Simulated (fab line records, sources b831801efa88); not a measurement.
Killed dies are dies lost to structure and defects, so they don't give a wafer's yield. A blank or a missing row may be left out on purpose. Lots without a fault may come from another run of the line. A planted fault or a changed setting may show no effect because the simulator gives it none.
Chamber matching | flow sky130 | SKY_CONTACT_CMP_04 on cmp-02: 4 sister chambers
The step polishes SiO2. 8 wafers are shown with their chamber, then 7 later ones without.

WAFERS WITH THEIR CHAMBER
wafer  | chamber | motor_current_A (A) | time_to_endpoint_s (s)
L768.2 | 2       | 10.7                | 77
L768.6 | 3       | 11.7                | 80
L770.4 | 3       | 11.8                | 81
L770.5 | 0       | 13.0                | 84
L769.5 | 2       | 10.6                | 82
L769.6 | 1       | 13.2                | 79
L772.1 | 0       | 13.2                | 83
L772.3 | 1       | 13.3                | 74

WAFERS WITHOUT THEIR CHAMBER
wafer  | motor_current_A (A) | time_to_endpoint_s (s)
L772.6 | 10.4                | 75
L773.1 | 10.2                | 78
L773.2 | 13.5                | 82
L773.6 | 12.6                | 83
L771.2 | 13.5                | 80
L771.3 | 11.8                | 87
L771.4 | 13.3                | 86

WHICH CHAMBER EACH WENT THROUGH
wafer  | from the rows above     | in truth
L772.6 | 2                       | 2
L773.1 | 2                       | 2
L773.2 | can't be placed: 1 or 0 | 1
L773.6 | 0                       | 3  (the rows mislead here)
L771.2 | can't be placed: 1 or 0 | 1
L771.3 | 3                       | 3
L771.4 | can't be placed: 0 or 1 | 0
Placed correctly: 3 of 7. Can't be placed from these rows: 3 (the true chamber is among the candidates in 3). Placed wrongly: 1.
How it was worked out, from the rows above alone: a wafer's distance from a chamber is the root of the sum, over the readings, of the square of ((its reading less the chamber's mean) divided by the reading's scatter). The wafer belongs to the nearest chamber; if the next one is less than 2 further off, it can't be placed. A chamber's mean is the mean of its shown wafers. The scatter: the root of (the sum of the squares of (reading less its chamber's mean) over the shown wafers, divided by (wafers less chambers)).
